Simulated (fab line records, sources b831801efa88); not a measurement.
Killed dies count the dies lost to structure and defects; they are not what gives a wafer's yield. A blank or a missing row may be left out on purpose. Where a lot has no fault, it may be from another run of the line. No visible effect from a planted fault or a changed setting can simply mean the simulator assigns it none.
Which tool did it? -- flow sky130 -- 9 lots, 27 wafers sampled, at 5 steps of a route of 708

== WHAT THE GAUGES READ, wafer by wafer ==
SKY_PWDE_OVL_MEAS_07. Usual: PWDE_OVL gives -1.1 nm (standard deviation 1.6).
lot,measured,on,PWDE_OVL (nm),flag
L579,day 3 16:19,overlay-02,1.5 1.3 2.6,
L580,day 4 02:47,overlay-01,-1.5 -1.7 -1.7,
L581,day 4 06:38,overlay-02,-0.8 0.7 -0.8,
L583,day 4 16:46,overlay-02,-2.0 -1.0 -3.1,
L584,day 5 04:30,overlay-01,-2.0 -2.5 -0.3,
L585,day 5 16:53,overlay-02,1.1 0.6 1.9,
L586,day 5 16:58,overlay-01,-1.0 -0.6 0.0,
L587,day 6 01:20,overlay-01,-0.4 -0.1 -0.5,
L588,day 6 04:10,overlay-02,-1.5 -1.5 0.5,

SKY_LOCAL_INTERCONNECT_THK_MEAS_02: measures by xrf. Usual: LOCAL_INTERCONNECT_TIN_THK gives 101.4 nm (standard deviation 1.4).
lot,measured,on,LOCAL_INTERCONNECT_TIN_THK (nm),flag
L579,day 28 11:43,film_metro-04,102.0 101.6 101.3,
L580,day 29 01:15,film_metro-02,100.7 101.7 100.2,
L581,day 29 07:53,film_metro-04,102.1 102.0 103.2,
L583,day 30 13:22,film_metro-04,99.8 101.2 102.4,
L584,day 31 03:12,film_metro-03,101.4 103.0 101.3,
L585,day 31 08:47,film_metro-02,99.6 100.6 99.2,
L586,day 31 12:01,film_metro-03,100.9 100.8 101.6,
L587,day 32 03:49,film_metro-03,100.7 103.1 102.0,
L588,day 32 11:35,film_metro-02,103.8 103.5 103.3,

SKY_LOCAL_INTERCONNECT_CD_MEAS_11 targets a cd of 170 nm. Usual: 169.7 nm for cd_nm, sd 1.2.
lot,measured,on,cd_nm (nm),flag
L579,day 29 12:28,cd_sem-02,170.9 171.1 170.7,
L580,day 30 03:34,cd_sem-02,171.5 171.0 170.1,
L581,day 30 12:10,cd_sem-02,171.3 171.0 170.4,
L583,day 31 15:53,cd_sem-02,171.2 171.3 172.4,
L584,day 32 05:15,cd_sem-01,168.1 169.0 171.2,
L585,day 32 10:56,cd_sem-01,168.9 167.7 167.9,
L586,day 32 15:04,cd_sem-01,170.1 169.1 167.7,
L587,day 33 06:38,cd_sem-02,170.8 170.0 168.8,
L588,day 33 13:31,cd_sem-02,170.1 169.9 171.3,

== WHAT TOOL EACH LOT RAN ON (gives the tool, then ch and the chambers of the sampled wafers, and finally the start) ==
lot,SKY_LDD_N_IMPLANT_08,SKY_LDD_N_STRIP_16
L579,"implanter-02 ch 0, day 17 01:49","plasma_asher-02 ch 0,1, day 17 03:01"
L580,"implanter-02 ch 0, day 17 15:59","plasma_asher-03 ch 0,1, day 17 17:08"
L581,"implanter-03 ch 0, day 17 22:56","plasma_asher-03 ch 0,1, day 18 00:07"
L583,"implanter-03 ch 0, day 19 07:42","plasma_asher-04 ch 0,1, day 19 08:54"
L584,"implanter-03 ch 0, day 19 22:51","plasma_asher-03 ch 0,1, day 20 00:02"
L585,"implanter-03 ch 0, day 20 09:07","plasma_asher-02 ch 0,1, day 20 10:18"
L586,"implanter-01 ch 0, day 20 10:33","plasma_asher-02 ch 0,1, day 20 13:57"
L587,"implanter-01 ch 0, day 21 04:06","plasma_asher-02 ch 0,1, day 21 05:18"
L588,"implanter-03 ch 0, day 21 11:28","plasma_asher-04 ch 0,1, day 21 12:40"
- SKY_LDD_N_IMPLANT_08
- SKY_LDD_N_STRIP_16: strips in O2/N2.

== WHAT THE TOOLS THEMSELVES READ (means of the sampled wafers that have a number; where no wafer has one, the mark that the record gives instead) ==
SKY_LDD_N_IMPLANT_08. Usual: 7.499e+13 for dose_ions_cm2, sd 8.8e+10.
lot,tool,dose_ions_cm2,flag
L579,implanter-02,7.491e+13,
L580,implanter-02,7.508e+13,
L581,implanter-03,7.505e+13,
L583,implanter-03,7.497e+13,
L584,implanter-03,7.500e+13,
L585,implanter-03,7.507e+13,
L586,implanter-01,7.496e+13,
L587,implanter-01,7.503e+13,
L588,implanter-03,7.498e+13,

SKY_LDD_N_STRIP_16. Usual: drypump_motor_current_A 5.89 A, standard deviation 0.3; n2_flow_sccm 300.0 sccm, standard deviation 0.88; oes_product_au 0.408 a.u., standard deviation 0.0048; strip_time_to_endpoint_s 4.311 s, standard deviation 0.016.
lot,tool,drypump_motor_current_A (A),n2_flow_sccm (sccm),oes_product_au (a.u.),strip_time_to_endpoint_s (s),flag
L579,plasma_asher-02,5.93,300.5,0.411,4.304,
L580,plasma_asher-03,6.08,300.5,0.409,4.300,
L581,plasma_asher-03,5.74,299.4,0.411,4.297,
L583,plasma_asher-04,5.79,298.9,0.406,4.331,
L584,plasma_asher-03,5.73,299.9,0.406,4.322,
L585,plasma_asher-02,5.92,299.8,0.410,4.228,OFF
L586,plasma_asher-02,6.05,300.5,0.408,4.249,OFF
L587,plasma_asher-02,6.03,300.2,0.404,4.219,OFF
L588,plasma_asher-04,5.80,300.2,0.408,4.208,OFF

== THE ANSWER, worked out from the rows above alone ==
Rule: a lot counts as off when the mean over its wafers that have a number is more than 3 standard deviations away from the usual mean. A lot without any number at a reading at which 4 lots or more have one is off too. All remaining lots with rows at the step are treated as sound. First the gauges in route order, then the tools' own readings, where a lot's mean is used as printed above. At the first step where some lot is off, the reading lying furthest off is the one used; lots without a number count as furthest.
Off: L585, L586, L587, L588 (SKY_LDD_N_STRIP_16, strip_time_to_endpoint_s).
A tool fits if, at that step or a process step before it, it ran every lot that is off, and no sound lot after the first of them. Of those tried, none fits.

== WHAT WAS PUT IN BY THE SIMULATOR ==
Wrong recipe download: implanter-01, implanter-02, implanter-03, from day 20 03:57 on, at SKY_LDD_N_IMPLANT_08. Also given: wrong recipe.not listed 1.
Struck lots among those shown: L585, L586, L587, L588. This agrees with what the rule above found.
